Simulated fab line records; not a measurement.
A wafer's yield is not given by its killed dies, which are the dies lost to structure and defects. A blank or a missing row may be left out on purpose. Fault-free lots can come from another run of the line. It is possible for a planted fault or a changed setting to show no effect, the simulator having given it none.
Which of the tools did it? + flow gf180mcu + 42 wafers from 14 lots sampled at 4 of the route's 602 steps

## WHAT THE GAUGES SHOWED, per wafer
GF_V5_THK_MEAS_03.
| lot  | measured     | on            | V5_CVD_02_THK (nm) |
|------|--------------|---------------|--------------------|
| L222 | day 27 04:14 | film-metro-02 | 1452 1472 1464     |
| L223 | day 27 09:59 | film-metro-02 | 1422 1455 1439     |
| L224 | day 27 18:18 | film-metro-04 | 1431 1421 1434     |
| L225 | day 27 23:11 | film-metro-04 | 1460 1480 1468     |
| L226 | day 28 12:21 | film-metro-01 | 1462 1485 1485     |
| L228 | day 29 08:26 | film-metro-02 | 1477 1460 1427     |
| L230 | day 29 15:25 | film-metro-01 | 1468 1460 1447     |
| L231 | day 29 23:56 | film-metro-01 | 1505 1492 1491     |
| L234 | day 30 19:37 | film-metro-04 | 1451 1424 1418     |
| L235 | day 31 05:43 | film-metro-01 | 1454 1478 1502     |
| L236 | day 31 07:16 | film-metro-04 | 1448 1475 1448     |
| L237 | day 31 14:21 | film-metro-02 | 1415 1431 1443     |
| L238 | day 31 18:44 | film-metro-02 | 1454 1470 1489     |
| L240 | day 32 06:34 | film-metro-04 | 1449 1469 1449     |

GF_TOP_METAL_CD_MEAS_14: the cd target is 440 nm.
| lot  | measured     | on        | cd-nm (nm)        |
|------|--------------|-----------|-------------------|
| L222 | day 28 21:55 | cd-sem-02 | 441.5 442.2 441.6 |
| L223 | day 29 03:41 | cd-sem-02 | 439.7 439.4 439.5 |
| L224 | day 29 10:38 | cd-sem-01 | 438.6 439.2 437.7 |
| L225 | day 29 16:01 | cd-sem-02 | 442.4 442.6 440.1 |
| L226 | day 30 04:43 | cd-sem-01 | 438.2 439.6 438.3 |
| L228 | day 31 00:31 | cd-sem-01 | 440.6 438.9 440.1 |
| L230 | day 31 07:28 | cd-sem-01 | 438.8 439.8 441.1 |
| L231 | day 31 14:32 | cd-sem-01 | 442.5 444.9 441.9 |
| L234 | day 32 10:02 | cd-sem-02 | 441.2 440.6 442.4 |
| L235 | day 32 17:11 | cd-sem-02 | 440.7 443.7 440.9 |
| L236 | day 32 19:40 | cd-sem-02 | 438.5 437.8 441.5 |
| L237 | day 33 03:34 | cd-sem-02 | 442.0 443.2 441.0 |
| L238 | day 33 06:39 | cd-sem-02 | 438.9 435.5 438.5 |
| L240 | day 33 17:26 | cd-sem-01 | 441.9 442.9 443.2 |

## EACH LOT AND THE TOOL THAT RAN IT (in order: tool; ch and the chambers of the sampled wafers; start)
| lot  | GF_HV_LDD_STRIP_49                   | GF_MIM_SPUTTER_01            |
|------|--------------------------------------|------------------------------|
| L222 | plasma-asher-02 ch 0,1, day 13 00:59 | pvd-sputter-02, day 25 08:04 |
| L223 | plasma-asher-01 ch 0,1, day 13 03:20 | pvd-sputter-02, day 25 14:00 |
| L224 | plasma-asher-04 ch 1, day 13 14:16   | pvd-sputter-04, day 25 22:44 |
| L225 | plasma-asher-02 ch 0,1, day 13 19:43 | pvd-sputter-01, day 26 04:52 |
| L226 | plasma-asher-01 ch 0,1, day 14 08:46 | pvd-sputter-02, day 26 17:34 |
| L228 | plasma-asher-04 ch 0,1, day 15 07:40 | pvd-sputter-01, day 27 15:02 |
| L230 | plasma-asher-04 ch 0,1, day 15 15:10 | pvd-sputter-02, day 27 23:00 |
| L231 | plasma-asher-02 ch 0,1, day 15 23:22 | pvd-sputter-01, day 28 07:17 |
| L234 | plasma-asher-04 ch 0,1, day 17 01:25 | pvd-sputter-02, day 29 05:29 |
| L235 | plasma-asher-01 ch 0,1, day 17 10:38 | pvd-sputter-01, day 29 14:57 |
| L236 | plasma-asher-01 ch 0,1, day 17 16:53 | pvd-sputter-02, day 29 16:08 |
| L237 | plasma-asher-01 ch 0,1, day 18 02:34 | pvd-sputter-01, day 30 00:05 |
| L238 | plasma-asher-01 ch 0,1, day 18 07:52 | pvd-sputter-04, day 30 04:53 |
| L240 | plasma-asher-02 ch 0,1, day 19 01:04 | pvd-sputter-01, day 30 18:11 |
- GF_HV_LDD_STRIP_49: strips in O2/N2.
- GF_MIM_SPUTTER_01: material TiN, target thk 30 nm, time 25 s.

## WHAT THE TOOLS THEMSELVES READ (means of the sampled wafers that have a number; where no wafer has one, the mark that the record gives instead)
GF_HV_LDD_STRIP_49.
| lot  | tool            | drypump-motor-current-A (A) | heater-power-w (W) | oes-product-au (a.u.) | strip-time-to-endpoint-s (s) |
|------|-----------------|-----------------------------|--------------------|-----------------------|------------------------------|
| L222 | plasma-asher-02 | 5.52                        | 291                | 0.718                 | 12.62                        |
| L223 | plasma-asher-01 | 5.81                        | 374                | 0.714                 | 12.63                        |
| L224 | plasma-asher-04 | 4.85                        | 326                | 0.718                 | 12.62                        |
| L225 | plasma-asher-02 | 5.51                        | 296                | 0.716                 | 12.62                        |
| L226 | plasma-asher-01 | 5.65                        | 375                | 0.714                 | 12.59                        |
| L228 | plasma-asher-04 | 5.23                        | 298                | 0.719                 | 12.61                        |
| L230 | plasma-asher-04 | 5.06                        | 316                | 0.719                 | 12.58                        |
| L231 | plasma-asher-02 | 5.53                        | 298                | 0.715                 | 12.67                        |
| L234 | plasma-asher-04 | 5.04                        | 311                | 0.717                 | 12.62                        |
| L235 | plasma-asher-01 | 5.82                        | 376                | 0.719                 | 12.57                        |
| L236 | plasma-asher-01 | 5.80                        | 371                | 0.718                 | 12.67                        |
| L237 | plasma-asher-01 | 5.82                        | 375                | 0.716                 | 12.63                        |
| L238 | plasma-asher-01 | 5.82                        | 374                | 0.722                 | 12.59                        |
| L240 | plasma-asher-02 | 5.54                        | 296                | 0.719                 | 12.65                        |

GF_MIM_SPUTTER_01.
| lot  | tool           | throttle-valve-pct (%) |
|------|----------------|------------------------|
| L222 | pvd-sputter-02 | 29.7                   |
| L223 | pvd-sputter-02 | 29.4                   |
| L224 | pvd-sputter-04 | 30.2                   |
| L225 | pvd-sputter-01 | 29.8                   |
| L226 | pvd-sputter-02 | 29.6                   |
| L228 | pvd-sputter-01 | 30.5                   |
| L230 | pvd-sputter-02 | 29.6                   |
| L231 | pvd-sputter-01 | 30.0                   |
| L234 | pvd-sputter-02 | 29.7                   |
| L235 | pvd-sputter-01 | 30.1                   |
| L236 | pvd-sputter-02 | 29.2                   |
| L237 | pvd-sputter-01 | 31.1                   |
| L238 | pvd-sputter-04 | 30.1                   |
| L240 | pvd-sputter-01 | 30.1                   |

## THE ANSWER, worked out from the rows above alone
Rule: the lots themselves supply what counts as usual. The widest of any qualifying gaps counts: lots, ordered by their means at a reading, are off when they make up no more than a third of the lots, leave a main group of 4 or more, and stand apart from it by 3 or more times the standard deviation of that group's means. A main group is skipped when, at the precision printed for the reading in the tables above, its means are all equal. A lot without any number at a reading at which 4 lots or more have one is off too. The other lots that the step has rows for count as sound. Order of review: gauges by route order, followed by the tools' own readings, for which a lot's mean as printed above is used. The first step at which some lot is off is used, and at that step the reading that is off furthest; a lot without a number counts as furthest.
No lot is off at any reading shown: from this, nothing can be told.

## WHAT THE SIMULATOR HAD PUT IN
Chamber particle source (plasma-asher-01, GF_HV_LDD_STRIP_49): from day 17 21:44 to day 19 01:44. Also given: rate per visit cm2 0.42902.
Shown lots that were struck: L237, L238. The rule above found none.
